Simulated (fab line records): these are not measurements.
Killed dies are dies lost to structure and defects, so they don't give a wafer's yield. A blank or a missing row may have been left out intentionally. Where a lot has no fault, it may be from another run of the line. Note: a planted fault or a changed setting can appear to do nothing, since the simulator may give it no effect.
A struck lot beside a sound one || flow sfqLine || 16 steps out of a route of 325
Sound: wafers L702.2, L702.5, L702.6. Struck: wafers L704.1, L704.3, L704.4. The cause comes at the end.
For every step that has rows: the tool of each side, followed by ch and its chambers, followed by its first start. Under that, the readings that differ: sound wafers || struck wafers || difference of the means || sigmas: that difference in standard deviations of wafers without a fault.
alike: a reading whose means differ by less than 2 such deviations, as well as words and numbers matching on both sides. not compared: withheld readings; readings where some wafer has no value; bounds like >300 that might hide an equal value; numbers whose values overlap and for which the record gives no deviation.
The two part at a step that has a row with sigmas, a row that says differs or no value, or rows on one side only. When numbers do not overlap yet have no deviation, they are printed without sigmas and do not part them. A reading missing from all wafers of one side parts the sides only when that side holds two or more wafers.

SFQ_TRILAYER_I4_VIA_STRIP_STRIP_107: strips in O2.
  sound on rieMetal-01 ch 0,1, day 52 19:41; struck on rieMetal-04 ch 0,1, day 53 20:53
  alike: drypumpMotorCurrentA, oesProductAu
  not compared: rfHoursCounterH
then, 2 steps without rows for these wafers: SFQ_TRILAYER_I4_VIA_STRIP_SOLV_CLEAN_108 (cleans in NMP, time 600 s); SFQ_TRILAYER_JJ_TRILAYER_DEP_PRE_CLEAN_113 (time 22.5 s).
SFQ_TRILAYER_JJ_TRILAYER_DEP_SPUTTER_109: material Nb, target thk 150 nm, time 100 s.
  sound on pvdSputter-05 at day 52 20:29; struck on pvdSputter-05 at day 53 21:41
  alike: throttleValvePct
SFQ_TRILAYER_JJ_TRILAYER_DEP_SPUTTER_110: material Al, target thk 8 nm, time 10 s.
  sound on pvdSputter-05 at day 52 20:34; struck on pvdSputter-05 at day 53 21:46
  alike: throttleValvePct
then, 1 step without rows for these wafers: SFQ_TRILAYER_JJ_TRILAYER_DEP_AL_OXIDATION_111 (oxidation time 600 s).
SFQ_TRILAYER_JJ_TRILAYER_DEP_SPUTTER_112: material Nb, target thk 170 nm, time 113.3 s.
  sound on pvdSputter-05 at day 52 21:35; struck on pvdSputter-05 at day 53 22:47
  alike: throttleValvePct
SFQ_JJ_RS_MEAS_929: uses a four-point probe to measure.
  sound on filmMetro-04 at day 52 21:41; struck on filmMetro-04 at day 53 22:52
  alike: JJ_NB_RS
then, 3 steps without rows for these wafers: SFQ_TRILAYER_JJ_CE_LITHO_COAT_119 (resist thk 62 nm); SFQ_TRILAYER_JJ_CE_LITHO_COAT_114 (resist thk 600 nm); SFQ_TRILAYER_JJ_CE_LITHO_SOFTBAKE_118.
SFQ_TRILAYER_JJ_CE_LITHO_EXPOSE_115: exposes mask J5, target cd 700 nm.
  sound on krfScanner-02 ch 0, day 53 07:43; struck on krfScanner-02 ch 0, day 54 00:48
{"reading": "model.JJ.overlayXNm (nm)", "sound": "-5.168 -5.168 -5.168", "struck": "124.6 124.6 124.6", "difference": "+129.8", "sigmas": ""}
  alike: mask
then, 2 steps without rows for these wafers: SFQ_TRILAYER_JJ_CE_LITHO_PEB_117 (peb time 60 s); SFQ_TRILAYER_JJ_CE_LITHO_DEVELOP_116 (time 60 s).
SFQ_JJ_OVL_MEAS_931:
  sound on overlay-02 at day 53 09:01; struck on overlay-02 at day 54 02:18
{"reading": "J5_OVL (nm)", "sound": "-4 -4 -2", "struck": "122 123 119", "difference": "+125", "sigmas": "+30"}
SFQ_TRILAYER_JJ_CE_METRO_MEASURE_117:
  sound on cdSem-02 at day 53 09:14; struck on cdSem-02 at day 54 02:20
  alike: cdNm

== WHERE THEY PART ==
Within this record, at SFQ_JJ_OVL_MEAS_931 only. Later steps at which nothing parts them and some readings are alike: SFQ_TRILAYER_JJ_CE_METRO_MEASURE_117.

WHY: whatever the simulator had introduced
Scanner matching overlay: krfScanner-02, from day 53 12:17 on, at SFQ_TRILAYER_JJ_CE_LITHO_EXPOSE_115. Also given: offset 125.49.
